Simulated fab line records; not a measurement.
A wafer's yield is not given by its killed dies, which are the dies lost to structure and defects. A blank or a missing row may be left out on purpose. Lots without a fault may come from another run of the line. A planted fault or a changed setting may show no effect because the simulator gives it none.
fab line records	flow gf180mcu
[record] lots = 5	wafers = 15	last_day = 33
route steps=602 shown M2@372 V2@382 PASSIVATION@602
lots with no fault: from the same line, run without faults
start_h: the number of hours between the record's first day and the start of the first shown wafer of the lot	wait_h: how many hours have passed since the lot's step before this one	" repeats the value in the row above	L1.1+2: a single row standing in for several wafers	- no value, or no start given	* or withheld: withheld	< > ~ a bound
route shown NAME@n: names a module that has steps shown in the file, with the first one's number in the route	usual: the fault-free wafers' mean and standard deviation	same: alike in all rows	chamber/n: place in a boat	sites: the reading at each site	_std_site: standard deviation across them	_edge_site: inner sites' mean taken away from outer sites' mean	radius_mm: how far each site lies from the wafer's centre	mask NAME#n: copy n	behind: the most recent tool/chamber to have shaped the wafer	hold: why the lot went on hold/how many hours it stayed there/how the hold came to an end	device: transistor that didn't switch, given as n, p or np	end of line: tests of these same wafers at the route's end	a step without rows: its recipe alone	killed: at the first sort, the dies lost to defects and structure; wafer yield is something else	map: a wafer's dies, marking killed ones x, the rest . and places with no die _
set.NAME: the run value of the setting; set.NAME@STEP: its run value at that earlier step	model.NAME: the simulator's own value behind a step, which no gauge read
a table for each step, a row for each wafer; lots at some steps of the route
services: the hour from which a tool's chamber was out of use, counted from the record's first day as start_h (under 0 if before that day), plus the number of hours and why
[[steps]]
[step GF_M2_SOFTBAKE_10]
[recipe] temp_c = 130	time_s = 60	resist = KrF
[step GF_M2_EXPOSE_11]
[recipe] mask_id = Metal2	target_cd_nm = 280	na = 0.68	source_shape = conventional	sigma_outer = 0.6	dose_mj = 28
[step GF_M2_PEB_12]
[recipe] peb_temp_c = 135	peb_time_s = 90	resist = KrF
[step GF_M2_DEVELOP_13]
[recipe] develop_time_s = 60	dev_temp_c = 21
[step GF_M2_CD_MEAS_14]
[recipe] target_cd_nm = 280
[usual] cd_nm = 279.8/1.4
lot.wafer	tool	chamber	start_h	wait_h	cd_nm
L400.1	cd_sem-01	-	436.94	0.1	279.1
L400.3	"	-	"	"	281.1
L400.4	"	-	"	"	279.6
L404.2	cd_sem-01	-	466.11	0.1	278.5
L404.5	"	-	"	"	280.1
L404.6	"	-	"	"	279.3
L413.2	cd_sem-01	-	559.21	0.1	280.6
L413.3	"	-	"	"	280.0
L413.6	"	-	"	"	281.5
L418.2	cd_sem-02	-	591.21	0.1	278.2
L418.5	"	-	"	"	278.5
L418.6	"	-	"	"	278.7
L421.3	cd_sem-02	-	608.43	0.1	279.8
L421.4	"	-	"	"	279.4
L421.6	"	-	"	"	279.7
[step GF_M2_OVL_MEAS_15]
[usual] M2_OVL = -1/5.3
lot.wafer	tool	chamber	start_h	wait_h	M2_OVL[nm]
L400.1	overlay-01	-	437.06	0.1	2
L400.3	"	-	"	"	-6
L400.4	"	-	"	"	0
L404.2	overlay-02	-	466.22	0.1	-5
L404.5	"	-	"	"	-11
L404.6	"	-	"	"	-3
L413.2	overlay-01	-	559.32	0.1	-11
L413.3	"	-	"	"	-8
L413.6	"	-	"	"	-3
L418.2	overlay-01	-	591.32	0.1	1
L418.5	"	-	"	"	2
L418.6	"	-	"	"	5
L421.3	overlay-01	-	608.52	0.1	-8
L421.4	"	-	"	"	-6
L421.6	"	-	"	"	-8
[step GF_M2_METAL_ETCH_16]
[recipe] chemistry = Cl2/BCl3	mask_material = KrF	target_depth_nm = 750.8	stop_on = SiO2	pressure_mtorr = 8	icp_w = 800	bias_w = 140	Cl2_flow_sccm = 80	bcl3_flow_sccm = 40	time_s = 125.1
[usual] bcl3_flow_sccm = 40.01/0.12	drypump_motor_current_A = 5.8/0.56	oes_product_au = 0.991/0.0045	throttle_valve_pct = 28.229/0.011
lot.wafer	tool	chamber	start_h	wait_h	bcl3_flow_sccm	drypump_motor_current_A	oes_product_au	rf_hours_counter_h	throttle_valve_pct
L400.1	rie_metal-04	0	437.10	0.0	40.04	5.7	0.994	7	28.232
L400.3	"	0	"	"	39.99	5.7	0.992	-	28.239
L400.4	"	1	"	"	40.00	5.0	0.986	-	28.242
L404.2	rie_metal-03	0	466.29	0.1	39.98	6.1	0.990	-	28.247
L404.5	"	0	"	"	40.00	6.0	0.995	-	28.228
L404.6	"	0	"	"	40.12	6.1	0.987	-	28.233
L413.2	rie_metal-02	1	559.35	0.0	39.98	6.6	0.986	12	28.237
L413.3	"	1	"	"	40.05	6.6	0.983	-	28.226
L413.6	"	0	"	"	40.01	5.5	0.998	-	28.218
L418.2	rie_metal-03	1	591.35	0.0	40.02	6.2	0.991	3	28.232
L418.5	"	1	"	"	39.97	6.2	0.989	-	28.226
L418.6	"	0	"	"	39.96	6.1	0.998	-	28.229
L421.3	rie_metal-03	1	608.59	0.1	40.07	6.1	0.992	-	28.222
L421.4	"	0	"	"	40.26	6.1	0.990	-	28.227
L421.6	"	1	"	"	40.06	6.2	0.998	-	28.199
[step GF_M2_STRIP_17]
[recipe] chemistry = O2/N2	power_w = 1400	pressure_mtorr = 1500	platen_temp_c = 250	o2_flow_sccm = 3000	n2_flow_sccm = 300	overash_fraction = 0.5
[usual] drypump_motor_current_A = 6.01/0.26	heater_power_w = 305/32	oes_product_au = 0.536/0.0051	strip_time_to_endpoint_s = 7.36/0.048
lot.wafer	tool	chamber	start_h	wait_h	drypump_motor_current_A	heater_power_w	oes_product_au	rf_hours_counter_h	strip_time_to_endpoint_s
L400.1	plasma_asher-02	0	437.27	0.1	6.27	302	0.529	1	7.37
L400.3	"	1	"	"	5.47	320	0.538	-	7.34
L400.4	"	0	"	"	6.30	307	0.523	-	7.37
L404.2	plasma_asher-03	1	466.51	0.2	6.11	351	0.533	83	7.39
L404.5	"	0	"	"	6.12	377	0.542	-	7.42
L404.6	"	1	"	"	6.15	347	0.535	-	7.40
L413.2	plasma_asher-04	0	559.48	0.1	5.97	289	0.539	48	7.40
L413.3	"	0	"	"	5.96	280	0.533	-	7.43
L413.6	"	0	"	"	5.99	287	0.537	-	7.38
L418.2	plasma_asher-04	1	591.47	0.1	6.18	271	0.533	52	7.36
L418.5	"	1	"	"	6.17	263	0.536	-	7.35
L418.6	"	0	"	"	5.99	285	0.538	-	7.33
L421.3	plasma_asher-04	1	608.71	0.1	6.14	263	0.533	-	7.37
L421.4	"	0	"	"	5.99	292	0.536	-	7.33
L421.6	"	1	"	"	6.16	266	0.535	-	7.31
[step GF_M2_STRIP_18]
[recipe] chemistry = post_etch_residue_remover	time_s = 1200	temp_c = 72.5
[step GF_M2_CLEAN_19]
[recipe] chemistry = DIW	dry = n2_spin
[step GF_V2_CVD_00]
[recipe] material = SiO2	target_thk_nm = 600	sigma_open_frac = 0.3	temp_c = 400	time_s = 100	sih4_flow_sccm = 60	pressure_mtorr = 6
[step GF_V2_THK_MEAS_01]
[recipe] reads = SiO2_of_V2_CVD_00
[usual] V2_CVD_00_THK = 599/6.3
lot.wafer	tool	chamber	start_h	wait_h	V2_CVD_00_THK[nm]
L400.1	film_metro-04	-	437.88	0.0	596
L400.3	"	-	"	"	596
L400.4	"	-	"	"	594
L404.2	film_metro-02	-	467.16	0.0	598
L404.5	"	-	"	"	600
L404.6	"	-	"	"	602
L413.2	film_metro-04	-	560.09	0.0	599
L413.3	"	-	"	"	606
L413.6	"	-	"	"	600
L418.2	film_metro-01	-	592.09	0.0	597
L418.5	"	-	"	"	600
L418.6	"	-	"	"	602
L421.3	film_metro-02	-	609.30	0.1	601
L421.4	"	-	"	"	609
L421.6	"	-	"	"	609
[step GF_V2_CVD_02]
[recipe] material = SiO2	target_thk_nm = 850	precursor = TEOS	temp_c = 400	time_s = 94.851	rf_w = 600
[usual] heater_power_w = 630/120	susceptor_temp_C = 400.02/0.24
lot.wafer	tool	chamber	start_h	wait_h	heater_power_w	susceptor_temp_C	model.SiO2_of_V2_CVD_02.thk_nm
L400.1	pecvd-01	1	437.94	0.1	525	400.04	845.1
L400.3	"	0	"	"	684	400.43	845.5
L400.4	"	1	"	"	407	399.69	870.6
L404.2	pecvd-02	1	467.21	0.0	768	399.87	848.1
L404.5	"	1	"	"	667	399.98	850.7
L404.6	"	0	"	"	639	399.97	858.1
L413.2	pecvd-02	1	560.14	0.0	768	400.66	856.4
L413.3	"	2	"	"	715	399.99	862.4
L413.6	"	1	"	"	803	400.23	653.6
L418.2	pecvd-01	2	592.14	0.0	469	399.68	853.3
L418.5	"	0	"	"	727	400.06	866.7
L418.6	"	2	"	"	501	399.79	856.3
L421.3	pecvd-01	2	609.34	0.0	448	399.78	838
L421.4	"	1	"	"	479	400.38	859
L421.6	"	2	"	"	497	399.94	850.8
[step GF_V2_THK_MEAS_03]
[recipe] reads = SiO2_of_V2_CVD_02
[usual] V2_CVD_02_THK = 851/11
lot.wafer	tool	chamber	start_h	wait_h	hold	V2_CVD_02_THK[nm]
L400.1	film_metro-01	-	438.01	0.0	-	845
L400.3	"	-	"	"	-	845
L400.4	"	-	"	"	-	870
L404.2	film_metro-01	-	467.32	0.1	-	848
L404.5	"	-	"	"	-	850
L404.6	"	-	"	"	-	858
L413.2	film_metro-02	-	560.22	0.0	await_dispo/0.2h/release	856
L413.3	"	-	"	"	await_dispo/0.2h/release	863
L413.6	"	-	"	"	await_dispo/0.2h/release	653
L413.2	film_metro-02	-	560.45	0.2	-	857
L413.3	"	-	"	"	-	862
L413.6	"	-	"	"	-	653
L418.2	film_metro-04	-	592.22	0.0	-	853
L418.5	"	-	"	"	-	867
L418.6	"	-	"	"	-	856
L421.3	film_metro-02	-	609.43	0.1	-	838
L421.4	"	-	"	"	-	858
L421.6	"	-	"	"	-	851
[step GF_V2_CMP_04]
[recipe] material = SiO2	down_force_psi = 4	platen_rpm = 60	pad_velocity_m_s = 0.94248
[usual] motor_current_A = 12.4/1.6	platen_rpm = 60.00/0.04	time_to_endpoint_s = 82/4.3
lot.wafer	tool	chamber	start_h	wait_h	hold	motor_current_A	platen_rpm	time_to_endpoint_s
L400.4	cmp-02	2	438.07	0.0	-	12.5	60.01	83
L400.1	"	3	"	"	-	15.0	59.99	79
L400.3	"	1	"	"	-	10.4	60.04	77
L404.2	cmp-01	3	467.37	0.0	-	11.6	60.09	82
L404.5	"	3	"	"	-	10.6	60.01	86
L404.6	"	0	"	"	-	12.3	60.03	88
L413.2	cmp-02	3	562.01	1.5	await_dispo/1.5h/release	16.1	60.03	84
L413.3	"	0	"	"	await_dispo/1.5h/release	11.0	60.01	87
L413.6	"	3	"	"	await_dispo/1.5h/release	15.9	60.04	8
L418.2	cmp-01	2	592.37	0.1	-	11.8	59.97	82
L418.6	"	0	"	"	-	12.1	59.97	80
L418.5	"	1	"	"	-	13.9	59.94	86
L421.4	cmp-02	2	609.57	0.1	-	12.2	59.96	80
L421.3	"	3	"	"	-	15.1	59.93	77
L421.6	"	0	"	"	-	10.9	59.98	82
[step GF_V2_BOW_MEAS_05]
[recipe] mode = bow
[usual] V2_BOW = 99/8.8
lot.wafer	tool	chamber	start_h	wait_h	V2_BOW[um]
L400.1	film_metro-02	-	438.37	0.2	103
L400.3	"	-	"	"	107
L400.4	"	-	"	"	105
L404.2	film_metro-01	-	467.69	0.3	108
L404.5	"	-	"	"	106
L404.6	"	-	"	"	109
L413.2	film_metro-04	-	562.33	0.3	98
L413.3	"	-	"	"	102
L413.6	"	-	"	"	95
L418.2	film_metro-02	-	592.59	0.2	86
L418.5	"	-	"	"	83
L418.6	"	-	"	"	96
L421.3	film_metro-04	-	609.81	0.1	96
L421.4	"	-	"	"	94
L421.6	"	-	"	"	92
[step GF_PASSIVATION_PROBE_99]
lot.wafer	tool	chamber	start_h	wait_h	model.etest.met3_comb.leak_log10_a_um
L400.1	prober-01	-	672.05	0.1	-12.09
L400.3	prober-01	-	672.15	0.2	-11.91
L400.4	prober-01	-	672.20	0.2	-12.02
L404.2	prober-01	-	697.05	0.1	-11.76
L404.5	prober-01	-	697.20	0.2	-12.08
L404.6	prober-01	-	697.25	0.2	-11.95
L413.2	prober-01	-	768.50	0.1	-12.08
L413.3	prober-01	-	768.55	0.2	-11.96
L413.6	prober-01	-	768.70	0.2	-7.925
L418.2	prober-02	-	791.28	0.1	-11.93
L418.5	prober-02	-	791.43	0.2	-12.04
L418.6	prober-02	-	791.48	0.2	-11.99
L421.3	prober-01	-	803.13	0.2	-12.03
L421.4	prober-01	-	803.18	0.2	-11.97
L421.6	prober-01	-	803.28	0.2	-11.98
// killed by level:class
L400.1 CONTACT:geometric_particle:open=6 STI:geometric_particle:short=3 M5:geometric_particle:short=3 V5:geometric_particle:open=3 M3:geometric_particle:short=2 V1:geometric_particle:open=2 V3:geometric_particle:short=2 M4:geometric_particle:short=2
L400.3 CONTACT:geometric_particle:open=6 V4:geometric_particle:open=6 V5:geometric_particle:short=5 V2:geometric_particle:short=4 V3:geometric_particle:open=4 M5:geometric_particle:short=3 V1:geometric_particle:open=2 M2:geometric_particle:short=2
L400.4 V5:geometric_particle:open=5 STI:geometric_particle:short=3 CONTACT:geometric_particle:open=3 V1:geometric_particle:open=3 M2:geometric_particle:short=3 V3:geometric_particle:short=3 M5:geometric_particle:short=3 SALICIDE:geometric_particle:short=2
L404.2 V1:geometric_particle:open=5 V2:geometric_particle:open=4 V3:geometric_particle:short=4 V3:geometric_particle:open=4 M5:geometric_particle:short=4 CONTACT:geometric_particle:open=3 M1:geometric_particle:short=3 V4:geometric_particle:open=3
L404.5 CONTACT:geometric_particle:open=5 V2:geometric_particle:open=5 V1:geometric_particle:open=5 STI:geometric_particle:short=4 M5:geometric_particle:short=4 V5:geometric_particle:open=4 POLY_GATE:geometric_particle:open=3 M1:geometric_particle:short=3
L404.6 V5:geometric_particle:open=7 CONTACT:geometric_particle:open=4 V2:geometric_particle:open=4 STI:geometric_particle:open=3 POLY_GATE:geometric_particle:open=3 V1:geometric_particle:open=3 V3:geometric_particle:open=3 V4:geometric_particle:open=3
L418.2 CONTACT:geometric_particle:open=6 V4:geometric_particle:open=5 M1:geometric_particle:short=5 V1:geometric_particle:open=5 V3:geometric_particle:open=5 V1:geometric_particle:short=4 STI:geometric_particle:short=3 CONTACT:geometric_particle:short=3
L418.5 V5:geometric_particle:open=6 V1:geometric_particle:short=4 V4:geometric_particle:open=4 STI:geometric_particle:short=3 CONTACT:geometric_particle:short=3 CONTACT:geometric_particle:open=3 V1:geometric_particle:open=3 V2:geometric_particle:open=3
L418.6 V5:geometric_particle:open=6 V4:geometric_particle:open=5 CONTACT:geometric_particle:open=4 V2:geometric_particle:open=4 V3:geometric_particle:open=4 STI:geometric_particle:short=3 STI:geometric_particle:open=2 POLY_GATE:geometric_particle:open=2
L421.3 V2:geometric_particle:open=11 STI:geometric_particle:short=3 CONTACT:geometric_particle:open=3 V1:geometric_particle:short=3 V5:geometric_particle:open=3 STI:geometric_particle:open=2 HV_LDD:geometric_particle:open=2 M1:geometric_particle:short=2
L421.4 V2:geometric_particle:open=5 V3:geometric_particle:open=5 CONTACT:geometric_particle:short=4 V1:geometric_particle:short=4 M2:geometric_particle:short=4 CONTACT:geometric_particle:open=3 V4:geometric_particle:short=3 V5:geometric_particle:open=3
L421.6 STI:geometric_particle:short=5 CONTACT:geometric_particle:open=5 V1:geometric_particle:open=5 V2:geometric_particle:open=4 V5:geometric_particle:short=4 V3:geometric_particle:open=3 M4:geometric_particle:short=3 M5:geometric_particle:short=3
[[services]]
tool	chamber	start_h	hours	kind
cmp-02	-	418.80	0.9	repair
plasma_asher-02	-	421.25	9.0	pm
plasma_asher-04	-	421.60	4.0	repair
cmp-02	-	426.80	3.3	repair
cmp-02	-	427.66	4.6	repair
pecvd-02	-	441.48	0.7	repair
pecvd-01	-	443.60	0.8	repair
cmp-01	-	448.56	13.1	pm
rie_metal-03	1	450.24	-	clean
pecvd-01	0	452.43	5.1	repair
plasma_asher-03	-	455.82	2.8	pm
pecvd-02	2	456.75	10.6	repair
pecvd-02	-	458.18	1.9	repair
cmp-01	-	473.50	1.5	repair
plasma_asher-02	-	475.20	4.3	pm
pecvd-02	-	491.18	2.8	pm
rie_metal-04	1	508.69	5.3	repair
cmp-01	-	519.05	2.3	repair
plasma_asher-03	-	529.95	6.3	repair
plasma_asher-03	-	555.94	14.6	pm
pecvd-01	0	564.07	5.3	repair
cmp-02	-	572.00	4.0	pm
rie_metal-04	1	576.25	1.2	repair
pecvd-02	-	607.82	4.3	pm
[[key]]
[first_sign] step = GF_V2_THK_MEAS_03	reading = visit	direction = added
[effect] step = GF_V2_THK_MEAS_03	reading = V2_CVD_02_THK	direction = down	sigmas = 18	usual = 851	struck = 653
[effect] step = GF_V2_CMP_04	reading = time_to_endpoint_s	direction = down	sigmas = 17	usual = *	struck = *
[model_effect] step = GF_V2_CVD_02	value = SiO2_of_V2_CVD_02.thk_nm	without = 857.8	struck = 653.6
[model_effect] step = GF_PASSIVATION_PROBE_99	value = etest.met3_comb.leak_log10_a_um	without = -12.04	struck = -7.925
met_at GF_V2_CVD_02
struck_wafers L413.6
sort_left_out L413.6
onset_between 467.21 560.14
[fault] kind = process_parameter_drift	tool = pecvd-02	chamber = -	onset_h = 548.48	steps = GF_V2_CVD_02	channel = target_thk_nm	offset = -202.6	shape = step	end_h = 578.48	scope = struck_wafers_only	acts_in = these_recipes_only	stated = 850
// sort_left_out: the simulated sort isn't trusted on such a fault, so these wafers' sort isn't shown, and their yield isn't known
